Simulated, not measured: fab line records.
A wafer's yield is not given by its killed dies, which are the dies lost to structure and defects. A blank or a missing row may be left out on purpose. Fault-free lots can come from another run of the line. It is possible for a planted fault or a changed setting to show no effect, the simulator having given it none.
fab line records    flow sky130
record: lots: 13  wafers: 39  last-day: 50
route steps=708 shown FIELD_ISO@18 LDD_N@252 LDD_HVN@276 SD_P@331
lots that met no fault: taken from a fault-free run of the same line
start-h: start of the lot's first displayed wafer, in hours after the record's first day    wait-h: time in hours since the lot's previous step    " identical to the entry in the row above    L1.1+2: several wafers, shown together as one row    - no value present, or no start provided    * or withheld: withheld    < > ~ a bound
route shown NAME@n: names a module that has steps shown in the file, with the first one's number in the route    usual: mean and standard deviation over wafers with no fault    same: alike in all rows    chamber/n: place in a boat    sites: the reading at each site    _std_site: their standard deviation    _edge_site: inner sites' mean taken away from outer sites' mean    radius-mm: how far each site lies from the wafer's centre    mask NAME#n: copy n    behind: the tool/chamber that last shaped the wafer    hold: reason for holding the lot/hours on hold/outcome of the hold    device: names the non-switching transistor (n, p or np)    end of line: the same wafers' tests at the end of the route    where a step has no rows: the recipe by itself    killed: dies lost to structure and defects at the first sort, not the wafer's yield    map: a wafer's dies, x killed, . not, _ none there
set.NAME: setting as actually run; set.NAME@STEP: the setting as run at that earlier step    model.NAME: the simulator's own value behind a step, which no gauge read
route steps across a sampled set of lots; one table per step, one row per wafer
services: when a tool's chamber went out of use (start-h, in hours from the record's first day, below 0 if earlier), for how many hours, and the reason
== steps ==
step: SKY_FIELD_ISO_ETCH_17
recipe: target-depth-a: 3420  mask-material: Si3N4  chemistry: HBr/Cl2/O2  target: Si  taper-deg: 5  icp-w: 600  bias-w: 150  pressure-mtorr: 15  HBr_flow_sccm: 150  Cl2_flow_sccm: 40  O2_flow_sccm: 6  time-s: 97.7
usual: drypump-motor-current-A: 5.7/0.52  oes-product-au: 1.003/0.009  throttle-valve-pct: 25.655/0.01
lot.wafer  tool       chamber  start-h  wait-h  drypump-motor-current-A  oes-product-au  rf-hours-counter-h  throttle-valve-pct
L428.2     rie-si-02  0        34.29    0.1     4.7                      1.012           84                  25.651
L428.3     "          1        "        "       4.9                      0.999           80                  25.665
L428.4     "          2        "        "       5.3                      1.001           75                  25.651
L429.1     rie-si-01  3        39.66    0.1     6.0                      0.992           152                 25.663
L429.4     "          2        "        "       5.6                      1.007           35                  25.658
L429.5     "          3        "        "       6.0                      1.002           -                   25.657
L430.1     rie-si-01  1        48.14    0.1     6.0                      1.007           0                   25.662
L430.4     "          2        "        "       5.6                      1.009           35                  25.633
L430.6     "          2        "        "       5.6                      1.010           -                   25.653
L432.1     rie-si-02  1        56.29    0.1     4.9                      1.001           80                  25.657
L432.2     "          3        "        "       6.7                      1.027           73                  25.654
L432.6     "          2        "        "       5.4                      1.004           -                   25.656
L433.3     rie-si-01  2        59.76    0.0     5.6                      1.007           35                  25.656
L433.5     "          1        "        "       6.0                      0.998           -                   25.640
L433.6     "          2        "        "       5.6                      1.014           -                   25.639
L435.1     rie-si-02  1        70.26    0.1     5.0                      1.010           80                  25.654
L435.2     "          2        "        "       5.4                      0.987           75                  25.644
L435.3     "          3        "        "       6.7                      1.006           74                  25.656
L436.1     rie-si-01  1        75.16    0.1     6.0                      0.998           0                   25.647
L436.2     "          0        "        "       5.7                      1.010           144                 25.658
L436.5     "          0        "        "       5.7                      1.017           -                   25.638
L440.2     rie-si-02  2        98.86    0.1     5.4                      0.995           75                  25.650
L440.4     "          0        "        "       4.8                      1.003           -                   25.648
L440.6     "          2        "        "       5.4                      0.988           -                   25.661
L441.1     rie-si-01  3        102.16   0.1     6.0                      1.000           0                   25.654
L441.3     "          2        "        "       5.6                      0.988           36                  25.656
L441.6     "          1        "        "       6.0                      1.007           -                   25.659
L442.1     rie-si-01  2        106.94   0.1     5.6                      0.991           36                  25.648
L442.3     "          1        "        "       6.0                      1.003           1                   25.652
L442.6     "          1        "        "       6.0                      1.008           -                   25.645
L445.1     rie-si-01  3        122.09   0.1     6.0                      1.009           0                   25.657
L445.4     "          1        "        "       6.0                      1.007           -                   25.643
L445.5     "          3        "        "       6.0                      1.015           -                   25.646
L446.3     rie-si-01  3        129.06   0.0     6.0                      0.999           0                   25.654
L446.4     "          3        "        "       6.0                      1.003           -                   25.637
L446.5     "          2        "        "       5.6                      0.998           -                   25.664
L450.1     rie-si-01  1        151.41   0.1     6.1                      1.001           1                   25.658
L450.5     "          1        "        "       6.0                      1.001           -                   25.645
L450.6     "          2        "        "       5.6                      1.000           -                   25.649
step: SKY_LDD_N_IMPLANT_15
recipe: species: BF2  energy-kev: 50  dose-cm2: 5e+12  tilt-deg: 30  rotation-deg: 270
usual: tilt-deg: 29.998/0.019
lot.wafer  tool          chamber  start-h  wait-h  tilt-deg
L428.2     implanter-02  0        410.68   0.1     30.024
L428.3     "             0        "        "       30.020
L428.4     "             0        "        "       30.007
L429.1     implanter-02  0        423.72   0.1     29.998
L429.4     "             0        "        "       29.986
L429.5     "             0        "        "       30.005
L430.1     implanter-01  0        445.60   0.1     30.020
L430.4     "             0        "        "       29.968
L430.6     "             0        "        "       29.983
L432.1     implanter-02  0        454.62   0.1     30.003
L432.2     "             0        "        "       30.006
L432.6     "             0        "        "       30.015
L433.3     implanter-01  0        456.45   0.1     29.995
L433.5     "             0        "        "       30.004
L433.6     "             0        "        "       30.004
L436.1     implanter-03  0        498.85   0.1     30.019
L436.2     "             0        "        "       30.018
L436.5     "             0        "        "       30.012
L435.1     implanter-02  0        499.15   0.1     30.018
L435.2     "             0        "        "       30.003
L435.3     "             0        "        "       30.023
L441.1     implanter-02  0        535.15   0.1     0.006
L441.3     "             0        "        "       -0.022
L441.6     "             0        "        "       -0.011
L440.2     implanter-03  0        536.15   0.1     29.989
L440.4     "             0        "        "       29.984
L440.6     "             0        "        "       29.984
L442.1     implanter-02  0        546.75   0.1     -0.012
L442.3     "             0        "        "       -0.008
L442.6     "             0        "        "       0.009
L445.1     implanter-01  0        564.10   0.1     30.003
L445.4     "             0        "        "       30.016
L445.5     "             0        "        "       30.013
L446.3     implanter-01  0        577.60   0.1     30.019
L446.4     "             0        "        "       30.011
L446.5     "             0        "        "       29.990
L450.1     implanter-03  0        603.72   0.1     29.996
L450.5     "             0        "        "       29.956
L450.6     "             0        "        "       29.991
step: SKY_LDD_HVN_STRIP_09
recipe: chemistry: O2/N2  power-w: 1400  pressure-mtorr: 1500  platen-temp-c: withheld  o2-flow-sccm: 3000  n2-flow-sccm: 300  overash-fraction: 0.5
usual: drypump-motor-current-A: 5.7/0.39  oes-product-au: 0.408/0.0046  strip-time-to-endpoint-s: 4.135/0.014
lot.wafer  tool             chamber  start-h  wait-h  drypump-motor-current-A  oes-product-au  rf-hours-counter-h  strip-time-to-endpoint-s
L428.2     plasma-asher-04  1        472.00   0.1     5.7                      0.413           82                  4.146
L428.3     "                0        "        "       5.6                      0.410           -                   4.134
L428.4     "                1        "        "       5.7                      0.415           -                   4.163
L429.1     plasma-asher-02  0        485.60   0.1     6.4                      0.411           61                  4.135
L429.4     "                1        "        "       5.9                      0.412           -                   4.132
L429.5     "                0        "        "       6.4                      0.407           -                   4.133
L430.1     plasma-asher-02  1        508.22   0.1     5.9                      0.399           64                  4.126
L430.4     "                1        "        "       5.9                      0.411           -                   4.146
L430.6     "                1        "        "       5.9                      0.402           -                   4.119
L432.1     plasma-asher-01  0        516.52   0.1     5.0                      0.410           38                  4.150
L432.2     "                1        "        "       5.9                      0.407           38                  4.170
L432.6     "                0        "        "       5.0                      0.415           -                   4.142
L433.3     plasma-asher-01  0        518.21   0.1     5.1                      0.416           -                   4.131
L433.5     "                1        "        "       5.9                      0.403           -                   4.140
L433.6     "                0        "        "       5.1                      0.402           -                   4.141
L436.1     plasma-asher-04  1        560.20   0.1     5.7                      0.405           91                  4.111
L436.2     "                0        "        "       5.5                      0.409           91                  4.131
L436.5     "                1        "        "       5.7                      0.405           -                   4.127
L435.1     plasma-asher-04  0        560.50   0.1     5.5                      0.415           92                  4.128
L435.2     "                1        "        "       5.8                      0.411           92                  4.143
L435.3     "                0        "        "       5.5                      0.413           -                   4.125
L441.1     plasma-asher-02  1        596.25   0.1     5.9                      0.416           73                  4.146
L441.3     "                0        "        "       6.4                      0.403           -                   4.164
L441.6     "                1        "        "       5.9                      0.412           -                   4.150
L440.2     plasma-asher-04  1        597.80   0.1     5.7                      0.408           95                  4.126
L440.4     "                0        "        "       5.6                      0.410           -                   4.128
L440.6     "                0        "        "       5.5                      0.412           -                   4.147
L442.1     plasma-asher-02  0        607.45   0.1     6.4                      0.407           74                  4.142
L442.3     "                0        "        "       6.5                      0.399           -                   4.163
L442.6     "                1        "        "       5.9                      0.408           -                   4.138
L445.1     plasma-asher-04  0        623.42   0.1     5.6                      0.403           98                  4.130
L445.4     "                0        "        "       5.6                      0.407           -                   4.097
L445.5     "                0        "        "       5.6                      0.405           -                   4.123
L446.3     plasma-asher-04  0        636.99   0.1     5.6                      0.406           -                   4.163
L446.4     "                1        "        "       5.7                      0.400           -                   4.142
L446.5     "                1        "        "       5.7                      0.416           -                   4.137
L450.1     plasma-asher-04  0        661.70   0.1     5.5                      0.401           101                 4.122
L450.5     "                1        "        "       5.7                      0.405           -                   4.130
L450.6     "                0        "        "       5.5                      0.403           -                   4.144
step: SKY_SD_P_TW_MEAS_11
usual: SD_P_TW: 2817/21
lot.wafer  tool           chamber  start-h  wait-h  SD_P_TW
L428.2     film-metro-04  -        599.15   0.1     2845
L428.3     "              -        "        "       2830
L428.4     "              -        "        "       2839
L429.1     film-metro-02  -        610.59   0.1     2814
L429.4     "              -        "        "       2828
L429.5     "              -        "        "       2812
L430.1     film-metro-04  -        631.24   0.1     2828
L430.4     "              -        "        "       2824
L430.6     "              -        "        "       2836
L432.1     film-metro-02  -        639.94   0.1     2810
L432.2     "              -        "        "       2807
L432.6     "              -        "        "       2801
L433.3     film-metro-04  -        641.46   0.1     2825
L433.5     "              -        "        "       2820
L433.6     "              -        "        "       2840
L436.1     film-metro-02  -        678.69   0.1     2771
L436.2     "              -        "        "       2772
L436.5     "              -        "        "       2794
L435.1     film-metro-02  -        681.59   0.1     2794
L435.2     "              -        "        "       2795
L435.3     "              -        "        "       2787
L441.1     film-metro-04  -        726.04   0.1     2818
L441.3     "              -        "        "       2818
L441.6     "              -        "        "       2824
L440.2     film-metro-03  -        726.18   0.1     2851
L440.4     "              -        "        "       2846
L440.6     "              -        "        "       2847
L442.1     film-metro-02  -        726.54   0.1     2804
L442.3     "              -        "        "       2784
L442.6     "              -        "        "       2796
L445.1     film-metro-02  -        739.54   0.1     2792
L445.4     "              -        "        "       2795
L445.5     "              -        "        "       2786
L446.3     film-metro-02  -        752.21   0.1     2803
L446.4     "              -        "        "       2789
L446.5     "              -        "        "       2799
L450.1     film-metro-03  -        776.19   0.1     2858
L450.5     "              -        "        "       2846
L450.6     "              -        "        "       2841
== services ==
tool             chamber  start-h  hours  kind
plasma-asher-02  -        35.18    2.1    repair
implanter-01     -        42.40    4.2    pm
implanter-02     -        45.47    7.7    pm
rie-si-01        -        56.85    2.8    pm
implanter-01     -        81.94    2.0    repair
rie-si-01        0        97.33    18.5   repair
implanter-02     -        120.73   3.4    repair
implanter-02     -        137.23   3.2    repair
implanter-02     -        156.56   1.9    repair
plasma-asher-04  -        187.11   1.5    repair
rie-si-01        0        256.48   44.2   repair
plasma-asher-04  -        337.86   1.8    repair
implanter-02     -        354.48   3.4    repair
plasma-asher-04  -        441.68   1.2    repair
implanter-02     -        458.96   1.5    repair
rie-si-01        3        463.21   3.3    repair
rie-si-01        -        470.57   14.6   pm
implanter-02     -        535.30   4.4    pm
implanter-02     -        556.09   2.0    repair
plasma-asher-04  -        573.52   1.0    repair
rie-si-01        3        614.41   4.5    repair
implanter-02     -        633.04   3.5    repair
implanter-02     -        634.51   4.2    repair
plasma-asher-04  -        645.43   3.6    repair
== key ==
first-sign: step: SKY_LDD_N_IMPLANT_15  reading: tilt-deg  direction: down  sigmas: 99+  usual: *  struck: *
effect none on later readings
met-at SKY_LDD_N_IMPLANT_15
struck-lots L441,L442
tester-left-out L441,L442
not-acting-at SKY_FIELD_ISO_ETCH_17,SKY_LDD_HVN_STRIP_09,SKY_SD_P_TW_MEAS_11
onset-between 499.15 535.15
fault: kind: process-parameter-drift  tool: implanter-02  chamber: -  onset-h: 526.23  steps: SKY_LDD_N_IMPLANT_15  channel: tilt-deg  offset: *  shape: step  end-h: 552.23  acts-in: *  stated: *
tester-left-out: of these lots the tester's yield and bins aren't shown, on N5 and GAA mostly nor the transistor test; their killed dies are dies lost to structure and defects alone, not to doping, threshold or leakage, so they don't give the yield
